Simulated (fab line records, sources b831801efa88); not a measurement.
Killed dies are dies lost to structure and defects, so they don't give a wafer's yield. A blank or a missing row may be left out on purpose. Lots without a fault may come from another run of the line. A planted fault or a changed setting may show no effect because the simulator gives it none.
A struck lot beside a sound one | flow gf180mcu | 23 steps out of a route of 602
Sound: wafers L264.1, L264.4, L264.6. Struck: wafer L282.3. (L282.5, L282.6 of the same lot were not struck and are left out.) The cause comes at the end.
At each step with rows: each side's tool, then ch and its chambers, then its first start. Under that, the readings that differ: sound wafers | struck wafers | difference of the means | sigmas: that difference in standard deviations of wafers without a fault.
alike: readings whose means differ by less than 2 such deviations, and words and numbers that are the same on both sides. not compared: withheld readings, readings that some wafer has no value for, bounds like >300 that may hide the same value, and numbers for which the record gives no deviation and whose values overlap.
The two part at a step that has a row with sigmas, a row that says differs or no value, or rows on one side only. Numbers that don't overlap but have no deviation are shown without sigmas and don't part them. A reading that every wafer of one side lacks parts them only if that side has two wafers or more.

first, 5 steps without rows for these wafers: GF_NWELL_COAT_02 (resist thk 3000 nm); GF_NWELL_SOFTBAKE_03; GF_NWELL_EXPOSE_04 (exposes mask Nwell, target cd 860 nm); GF_NWELL_PEB_05; GF_NWELL_DEVELOP_06 (develop time 60 s).
GF_NWELL_OVL_MEAS_07:
  sound on overlay-01, day 3 17:20; struck on overlay-01, day 7 22:01
  alike: NWELL_OVL
then, 2 steps without rows for these wafers: GF_NWELL_IMPLANT_08; GF_NWELL_IMPLANT_09.
GF_NWELL_STRIP_10: strips in O2/N2.
  sound on plasma_asher-02 ch 0, day 3 17:40; struck on plasma_asher-04 ch 1, day 7 22:23
  alike: drypump_motor_current_A, heater_power_w, oes_product_au, strip_time_to_endpoint_s
  not compared: rf_hours_counter_h
GF_NWELL_TW_MEAS_11:
  sound on film_metro-02, day 3 17:46; struck on film_metro-02, day 7 22:28
  reading  | sound          | struck | difference | sigmas
  NWELL_TW | 1598 1594 1604 | 1576   | -23        | -2
then, 2 steps without rows for these wafers: GF_LVPWELL_DEHYDRATE_00 (time 60 s); GF_LVPWELL_HMDS_01 (prime time 60 s).
GF_LVPWELL_COAT_02: resist thk 3000 nm.
  sound on litho_track-01 ch 0, day 4 00:09; struck on litho_track-04 ch 0, day 8 06:16
  reading                                   | sound          | struck | difference | sigmas
  model.coat_of_LVPWELL_COAT_02.thk_nm (nm) | 3018 3011 3012 | 2808   | -206       |
then, 3 steps without rows for these wafers: GF_LVPWELL_SOFTBAKE_03; GF_LVPWELL_EXPOSE_04 (exposes mask LVPWELL, target cd 600 nm); GF_LVPWELL_PEB_05.
GF_LVPWELL_DEVELOP_06: develop time 60 s.
  sound on litho_track-03 ch 0; struck on litho_track-01 ch 0
  reading                                   | sound          | struck | difference | sigmas
  model.coat_of_LVPWELL_COAT_02.thk_nm (nm) | 3017 3009 3011 | 2807   | -205       |
GF_LVPWELL_OVL_MEAS_07:
  sound on overlay-02, day 4 06:47; struck on overlay-02, day 8 15:04
  alike: LVPWELL_OVL
then, 2 steps without rows for these wafers: GF_LVPWELL_IMPLANT_08; GF_LVPWELL_IMPLANT_09.
GF_LVPWELL_STRIP_10: strips in O2/N2.
  sound on plasma_asher-04 ch 0,1, day 4 07:07; struck on plasma_asher-02 ch 0, day 8 15:25
  reading                      | sound             | struck | difference | sigmas
  strip_time_to_endpoint_s (s) | 37.16 37.09 37.09 | 34.74  | -2.37      | -22
  alike: drypump_motor_current_A, heater_power_w, oes_product_au
  not compared: rf_hours_counter_h
GF_LVPWELL_TW_MEAS_11:
  sound on film_metro-04, day 4 07:13; struck on film_metro-03, day 8 15:30
  reading    | sound       | struck | difference | sigmas
  LVPWELL_TW | 568 567 570 | 561    | -7         | -2
GF_PASSIVATION_PROBE_99:
  the record has rows for the sound wafers here (prober-02, day 29 15:16) and none for the struck ones

WHERE THEY PART
First at GF_NWELL_TW_MEAS_11; last, within this record, at GF_PASSIVATION_PROBE_99.

WHY: what the simulator had put in
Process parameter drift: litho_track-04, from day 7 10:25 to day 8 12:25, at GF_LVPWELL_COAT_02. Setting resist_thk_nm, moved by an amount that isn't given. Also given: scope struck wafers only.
